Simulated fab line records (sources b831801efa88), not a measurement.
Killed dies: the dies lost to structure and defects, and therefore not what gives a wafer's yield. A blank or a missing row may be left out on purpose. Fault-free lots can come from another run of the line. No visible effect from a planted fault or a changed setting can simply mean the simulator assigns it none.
Chamber matching || flow gf180mcu || pecvd-04 running GF_PASSIVATION_CVD_02: 3 sister chambers
The step deposits Si3N4, target thk 700 nm, time 486.18 s. 3 wafers are shown with their chamber, then 8 later ones without.

## WAFERS PAIRED WITH THEIR CHAMBERS
{"wafer": "L089.4", "chamber": 0, "heater_power_w (W)": 844}
{"wafer": "L089.6", "chamber": 2, "heater_power_w (W)": 874}
{"wafer": "L090.1", "chamber": 1, "heater_power_w (W)": 685}

## WAFERS WITHOUT THEIR CHAMBER
{"wafer": "L090.4", "heater_power_w (W)": 880}
{"wafer": "L090.6", "heater_power_w (W)": 886}
{"wafer": "L093.2", "heater_power_w (W)": 768}
{"wafer": "L093.4", "heater_power_w (W)": 819}
{"wafer": "L093.5", "heater_power_w (W)": 858}
{"wafer": "L097.1", "heater_power_w (W)": 735}
{"wafer": "L097.2", "heater_power_w (W)": 872}
{"wafer": "L097.5", "heater_power_w (W)": 706}

## WHICH CHAMBER EACH ONE RAN IN
{"wafer": "L090.4", "from the rows above": "can't be placed: 2 or 0", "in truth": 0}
{"wafer": "L090.6", "from the rows above": "can't be placed: 2 or 0", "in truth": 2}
{"wafer": "L093.2", "from the rows above": "can't be placed: 0 or 1 or 2", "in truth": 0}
{"wafer": "L093.4", "from the rows above": "can't be placed: 0 or 2", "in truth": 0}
{"wafer": "L093.5", "from the rows above": "can't be placed: 0 or 2", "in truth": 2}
{"wafer": "L097.1", "from the rows above": "can't be placed: 1 or 0", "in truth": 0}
{"wafer": "L097.2", "from the rows above": "can't be placed: 2 or 0", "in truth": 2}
{"wafer": "L097.5", "from the rows above": 1, "in truth": 1}
Correct placement for 1 of the 8. These rows do not allow placing 7 (true chamber among the candidates in 7). Placed wrongly: 0.
How it was worked out, from the rows above alone: a wafer's distance from a chamber is the root of the sum, over the readings, of the square of ((its reading less the chamber's mean) divided by the reading's scatter). The wafer belongs to the nearest chamber; if the next one is less than 2 further off, it can't be placed. Each chamber's mean is taken over the wafers shown for it. The scatter: with one shown wafer a chamber, the root of the mean of the squares of how far each hidden wafer lies from its nearest shown one.
